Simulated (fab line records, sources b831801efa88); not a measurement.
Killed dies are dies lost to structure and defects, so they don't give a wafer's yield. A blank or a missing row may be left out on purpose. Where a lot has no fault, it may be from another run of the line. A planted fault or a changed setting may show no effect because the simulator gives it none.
Which of the tools did it?	flow gf180mcu	7 lots, 21 wafers sampled, at 2 steps of a route of 602

WHAT THE GAUGES READ, wafer by wafer
GF_HV_LDD_THK_MEAS_55.
lot	measured	on	HV_LDD_CVD_54_THK (nm)
L924	day 13 12:33	filmMetro-01	10.07 10.14 10.08
L925	day 13 17:25	filmMetro-03	10.06 10.17 10.07
L927	day 14 06:47	filmMetro-03	6.23 6.22 6.03
L937	day 17 05:50	filmMetro-04	9.91 9.89 9.99
L939	day 17 21:26	filmMetro-01	9.86 9.99 9.92
L942	day 19 05:28	filmMetro-03	9.74 9.78 9.72
L945	day 20 01:31	filmMetro-03	10.11 10.05 10.01

EACH LOT AND THE TOOL THAT RAN IT (in order: tool; ch and the chambers of the sampled wafers; start)
lot	GF_HV_LDD_CVD_54
L924	lpcvd-02 ch 1, day 13 11:01
L925	lpcvd-01 ch 0, day 13 16:23
L927	lpcvd-02 ch 1, day 14 05:46
L937	lpcvd-02 ch 1, day 17 04:48
L939	lpcvd-01 ch 0, day 17 19:55
L942	lpcvd-01 ch 1, day 19 04:26
L945	lpcvd-01 ch 1, day 20 00:30
- GF_HV_LDD_CVD_54: deposits SiO2 from TEOS, target thk 10 nm, time 75 s.

THE ANSWER, worked out from the rows above alone
Rule: usual is defined by the lots themselves. Put in order of their means at a reading, lots are off if they are a third of the lots or fewer, leave a main group of 4 or more, and stand apart from it by a gap of 3 or more times the standard deviation of the main group's means; of several such gaps the widest counts. A main group is skipped when, at the precision printed for the reading in the tables above, its means are all equal. A lot without any number at a reading at which 4 lots or more have one is off too. Any other lot the step has rows for is counted as sound.
Off: L927, seen at GF_HV_LDD_THK_MEAS_55 (HV_LDD_CVD_54_THK). For the main group the mean is 9.98 nm and the standard deviation 0.13.
A tool fits if, at a process step before that reading, it ran every lot that is off, and no sound lot after the first of them. Gauges at GF_HV_LDD_THK_MEAS_55: tried the same way as those tools. Of those tried, none fits.

WHAT WAS PUT IN BY THE SIMULATOR
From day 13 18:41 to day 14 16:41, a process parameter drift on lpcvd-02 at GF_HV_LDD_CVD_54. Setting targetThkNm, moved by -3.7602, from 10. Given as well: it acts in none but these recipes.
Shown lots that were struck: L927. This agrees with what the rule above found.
